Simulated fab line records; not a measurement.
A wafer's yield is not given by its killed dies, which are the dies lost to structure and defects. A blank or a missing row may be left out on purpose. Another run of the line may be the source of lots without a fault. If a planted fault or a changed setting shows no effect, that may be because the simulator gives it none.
Struck lot and sound lot, side by side / flow sky130 / 15 out of 708 route steps
Sound: the wafers L137.1, L137.4, L137.5. The struck wafers were L148.2, L148.3, L148.5. The cause comes at the end.
Order at every step that has rows: each side's tool, ch and its chambers, its first start. Under that, the readings that differ: sound wafers / struck wafers / difference of the means / sigmas: that difference in standard deviations of wafers without a fault.
alike: same words and numbers on both sides, and readings whose means sit less than 2 such deviations apart. not compared: any withheld reading, any reading some wafer has no value for, any bound like >300 that may hide the same value, and any number with overlapping values for which the record gives no deviation.
A row with sigmas, a row that says differs or no value, or rows on one side alone: a step with any of these is where the two part. Numbers that don't overlap but have no deviation are shown without sigmas and don't part them. A reading that every wafer of one side lacks parts them only if that side has two wafers or more.

first, 2 steps without rows for these wafers: SKY_METAL3_CLEAN_22 (cleans in O3/DIW); SKY_VIA3_HDPCVD_00 (deposits SiO2, target thk 1635 nm, time 272.5 s).
SKY_VIA3_THK_MEAS_01:
  sound on filmMetro-02, day 38 19:04; struck on filmMetro-04, day 42 06:29
  alike: VIA3_HDPCVD_THK
SKY_VIA3_CMP_02: polishes SiO2.
  sound on cmp-02 ch 1,3, day 38 19:07; struck on cmp-02 ch 0,1,2, day 42 06:38
  alike: motorCurrentA, slurryFilterDpKPa
SKY_VIA3_BOW_MEAS_03:
  sound on filmMetro-02, day 38 19:25; struck on filmMetro-01, day 42 06:51
  alike: VIA3_BOW
then, 7 steps without rows for these wafers: SKY_VIA3_DEHYDRATE_04 (time 60 s); SKY_VIA3_HMDS_05 (prime time 60 s); SKY_VIA3_COAT_06 (resist thk 60 nm); SKY_VIA3_COAT_07 (resist thk 450 nm); SKY_VIA3_SOFTBAKE_08 (time 90 s); SKY_VIA3_EXPOSE_09 (exposes mask VIM3, target cd 200 nm); SKY_VIA3_PEB_10.
SKY_VIA3_DEVELOP_11: develop time 60 s.
  sound on lithoTrack-01 ch 0, day 39 19:00; struck on lithoTrack-02 ch 0, day 43 05:00
reading=developerTempC (C); sound=21.07 20.86 21.02; struck=20.40 20.17 20.07; difference=-0.77; sigmas=-8
SKY_VIA3_CD_MEAS_12 targets a cd of 200 nm.
  sound on cdSem-02, day 39 19:50; struck on cdSem-01, day 43 06:08
  alike: cdNm
-- the record jumps here: 6 days lie between the struck wafers' starts before and after (it left off in module VIA3 and takes up again in module PAD_OPEN, whose first step shown is number 708 of the route) --
SKY_PAD_OPEN_PROBE_99:
  sound on prober-02, day 45 22:59; struck on prober-02, day 48 22:08
  alike: defectLimitedYield, killed_at_M0_to_M3, killed_at_M4_up, killedAtContacts, killedAtFrontEnd, killedAtOther, killedDies, killedOpen, killedShort, sort_bin_3_pad_short, sort_bin_5_function, sort_bin_6_memory, sortNPass, sortYieldPct

## WHERE THEY PART
Within this record, at SKY_VIA3_DEVELOP_11 only. Later steps at which nothing parts them and some readings are alike: SKY_VIA3_CD_MEAS_12, SKY_PAD_OPEN_PROBE_99.

WHY: what had been put in by the simulator
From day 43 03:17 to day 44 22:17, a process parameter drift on lithoTrack-02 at SKY_VIA3_DEVELOP_11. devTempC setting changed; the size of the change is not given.
